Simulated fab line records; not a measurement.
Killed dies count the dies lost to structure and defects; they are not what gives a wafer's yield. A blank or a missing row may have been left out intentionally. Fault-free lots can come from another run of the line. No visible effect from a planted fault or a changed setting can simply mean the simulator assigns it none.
Which of the tools did it? / flow sfq line / 7 lots, 21 wafers sampled, at 2 steps of a route of 325

== WHAT THE GAUGES READ, wafer by wafer ==
SFQ_M2_RS_MEAS_914: measurement is done with a four-point probe.
lot=L249; measured=day 12 14:32; on=film metro-04; M2_NB_RS (ohm/sq)=0.893 0.897 0.889
lot=L251; measured=day 18 06:49; on=film metro-03; M2_NB_RS (ohm/sq)=0.898 0.899 0.892
lot=L253; measured=day 29 19:23; on=film metro-03; M2_NB_RS (ohm/sq)=0.897 0.891 0.885
lot=L258; measured=day 33 01:42; on=film metro-03; M2_NB_RS (ohm/sq)=0.440 0.441 0.439
lot=L262; measured=day 35 02:43; on=film metro-02; M2_NB_RS (ohm/sq)=0.449 0.454 0.450
lot=L268; measured=day 35 19:07; on=film metro-03; M2_NB_RS (ohm/sq)=0.903 0.899 0.894
lot=L270; measured=day 35 22:45; on=film metro-03; M2_NB_RS (ohm/sq)=0.890 0.885 0.888

== WHAT TOOL EACH LOT RAN ON (gives the tool, then ch and the chambers of the sampled wafers, and finally the start) ==
lot=L249; SFQ_TRILAYER_M2_DEP_SPUTTER_055=pvd sputter-04, day 12 14:25
lot=L251; SFQ_TRILAYER_M2_DEP_SPUTTER_055=pvd sputter-03, day 18 06:41
lot=L253; SFQ_TRILAYER_M2_DEP_SPUTTER_055=pvd sputter-04, day 29 19:14
lot=L258; SFQ_TRILAYER_M2_DEP_SPUTTER_055=pvd sputter-05, day 33 01:21
lot=L262; SFQ_TRILAYER_M2_DEP_SPUTTER_055=pvd sputter-04, day 35 02:21
lot=L268; SFQ_TRILAYER_M2_DEP_SPUTTER_055=pvd sputter-05, day 35 19:01
lot=L270; SFQ_TRILAYER_M2_DEP_SPUTTER_055=pvd sputter-03, day 35 22:37
- SFQ_TRILAYER_M2_DEP_SPUTTER_055: material Nb, target thk 200 nm, time 133.3 s.

== THE ANSWER, worked out from the rows above alone ==
Rule: the usual values come from the lots themselves. The widest of any qualifying gaps counts: lots, ordered by their means at a reading, are off when they make up no more than a third of the lots, leave a main group of 4 or more, and stand apart from it by 3 or more times the standard deviation of that group's means. Not used: any main group whose means are identical at the precision the tables above print for the reading. Also off: a lot with no number at a reading for which 4 or more lots have one. All remaining lots with rows at the step are treated as sound.
Off: at SFQ_M2_RS_MEAS_914 (M2_NB_RS), L258, L262. For the main group the mean is 0.893 ohm/sq and the standard deviation 0.0039.
A tool fits if, at a process step before that reading, it ran every lot that is off, and no sound lot after the first of them. The gauges at SFQ_M2_RS_MEAS_914 are tried like those tools. Not one of the candidates tried fits.

== WHAT THE SIMULATOR HAD INSERTED ==
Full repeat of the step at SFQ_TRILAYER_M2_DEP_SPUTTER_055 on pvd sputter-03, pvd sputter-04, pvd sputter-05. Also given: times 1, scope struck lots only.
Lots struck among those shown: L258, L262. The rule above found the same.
